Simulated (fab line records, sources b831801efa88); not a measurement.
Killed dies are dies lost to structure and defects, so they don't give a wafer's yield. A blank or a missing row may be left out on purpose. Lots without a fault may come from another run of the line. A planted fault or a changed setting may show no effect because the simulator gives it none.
Which tool did it? | flow gf180mcu | 13 lots, 39 wafers sampled, at 3 steps of a route of 602

WHAT THE GAUGES READ, wafer by wafer
GF_VT_IMPLANT_RS_MEAS_47: measures by four-point-probe. Usual: NWELL_RS 487.8 ohm/sq, standard deviation 1.3.
lot  | measured     | on            | NWELL_RS (ohm/sq) | flag
L581 | day 7 14:42  | film_metro-04 | 487.0 486.4 486.6 |
L582 | day 7 17:25  | film_metro-04 | 486.9 485.9 486.2 |
L583 | day 8 06:25  | film_metro-03 | 489.0 487.0 486.5 |
L584 | day 8 20:25  | film_metro-04 | 487.5 488.0 487.4 |
L585 | day 8 23:19  | film_metro-04 | 490.2 489.3 489.7 |
L590 | day 10 03:05 | film_metro-04 | 478.6 478.4 481.0 | OFF
L592 | day 10 17:01 | film_metro-04 | 477.8 479.8 478.9 | OFF
L596 | day 12 00:56 | film_metro-02 | 487.2 487.4 486.4 |
L597 | day 12 01:54 | film_metro-02 | 489.5 488.1 487.7 |
L599 | day 12 15:28 | film_metro-02 | 488.6 485.8 488.2 |
L600 | day 12 23:46 | film_metro-04 | 485.8 486.5 486.0 |
L602 | day 13 09:08 | film_metro-02 | 488.3 487.8 487.9 |
L603 | day 13 18:36 | film_metro-02 | 489.1 490.7 490.1 |

GF_M2_RS_MEAS_05: measures by four-point-probe. Usual: M2_ALCU_RS 0.0687 ohm/sq, standard deviation 0.00084.
lot  | measured     | on            | M2_ALCU_RS (ohm/sq)  | flag
L581 | day 18 01:53 | film_metro-03 | 0.0681 0.0681 0.0682 |
L582 | day 18 04:44 | film_metro-01 | 0.0701 0.0685 0.0681 |
L583 | day 19 01:11 | film_metro-04 | 0.0687 0.0686 0.0684 |
L584 | day 19 18:26 | film_metro-04 | 0.0687 0.0672 0.0685 |
L585 | day 19 22:47 | film_metro-04 | 0.0677 0.0703 0.0695 |
L592 | day 22 08:44 | film_metro-01 | 0.0693 0.0683 0.0682 |
L596 | day 23 23:43 | film_metro-03 | 0.0693 0.0679 0.0686 |
L597 | day 24 03:15 | film_metro-01 | 0.0686 0.0680 0.0682 |
L599 | day 24 17:07 | film_metro-03 | 0.0697 0.0686 0.0696 |
L600 | day 25 01:38 | film_metro-03 | 0.0685 0.0678 0.0690 |
L602 | day 25 18:38 | film_metro-01 | 0.0678 0.0683 0.0683 |
L603 | day 26 00:11 | film_metro-01 | 0.0702 0.0713 0.0704 |

WHICH TOOL RAN EACH LOT (tool, then ch and the chambers of the sampled wafers, then the start)
lot  | GF_NWELL_IMPLANT_09
L581 | implanter-01 ch 0, day 3 07:10
L582 | implanter-02 ch 0, day 3 11:15
L583 | implanter-02 ch 0, day 3 19:08
L584 | implanter-04 ch 0, day 4 08:38
L585 | implanter-02 ch 0, day 4 09:19
L590 | implanter-01 ch 0, day 5 10:01
L592 | implanter-01 ch 0, day 5 21:05
L596 | implanter-04 ch 0, day 6 21:26
L597 | implanter-04 ch 0, day 6 23:02
L599 | implanter-04 ch 0, day 7 09:58
L600 | implanter-04 ch 0, day 7 17:59
L602 | implanter-04 ch 0, day 8 01:39
L603 | implanter-02 ch 0, day 8 08:17
- GF_NWELL_IMPLANT_09

WHAT THE TOOLS THEMSELVES READ (means of the sampled wafers that have a number; where no wafer has one, the mark that the record gives instead)
GF_NWELL_IMPLANT_09. Usual: beam_on_s 9.99 s, standard deviation 0.2; faraday_current_uA 22.6, standard deviation 0.45.
lot  | tool         | beam_on_s (s) | faraday_current_uA | flag
L581 | implanter-01 | 9.93          | 22.8               |
L582 | implanter-02 | 9.94          | 22.7               |
L583 | implanter-02 | 10.03         | 22.5               |
L584 | implanter-04 | 9.97          | 22.6               |
L585 | implanter-02 | 10.05         | 22.4               |
L590 | implanter-01 | 11.51         | 19.6               | OFF
L592 | implanter-01 | 11.29         | 19.9               | OFF
L596 | implanter-04 | 10.13         | 22.3               |
L597 | implanter-04 | 10.01         | 22.6               |
L599 | implanter-04 | 10.19         | 22.2               |
L600 | implanter-04 | 10.18         | 22.2               |
L602 | implanter-04 | 9.81          | 23.0               |
L603 | implanter-02 | 10.00         | 22.6               |

THE ANSWER, worked out from the rows above alone
Rule: a lot is off if the mean of its wafers that have a number lies more than 3 standard deviations from the usual mean. A lot without any number at a reading at which 4 lots or more have one is off too. The other lots that the step has rows for count as sound. The gauges are gone through in route order, then the tools' own readings, and for those a lot's mean is taken as printed above. The first step at which some lot is off is used, and at that step the reading that is off furthest; a lot without a number counts as furthest.
Off: L590, L592, at GF_VT_IMPLANT_RS_MEAS_47 (NWELL_RS).
A tool fits if, at a process step before that reading, it ran every lot that is off, and no sound lot after the first of them. The gauges at GF_VT_IMPLANT_RS_MEAS_47 aren't tried: what is off there is off at GF_NWELL_IMPLANT_09 too, on other tools, and a gauge's error can't cause that. One fits: implanter-01 at GF_NWELL_IMPLANT_09. Its last sound lot is L581 (day 3 07:10), its first lot that is off L590 (day 5 10:01): a fault that began between those two fits.
The tool's own readings at GF_NWELL_IMPLANT_09 bear it out: on the lots that are off they differ by more than 5 times the standard deviation of the sound lots' means. beam_on_s reads 11.40 s there against 10.02 s on the sound lots; faraday_current_uA reads 19.8 there against 22.5 on the sound lots.

WHAT THE SIMULATOR HAD PUT IN
Process parameter drift: implanter-01, from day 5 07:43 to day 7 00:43, at GF_NWELL_IMPLANT_09. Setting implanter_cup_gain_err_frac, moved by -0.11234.
Lots struck among those shown: L590, L592. The rule above found the same.
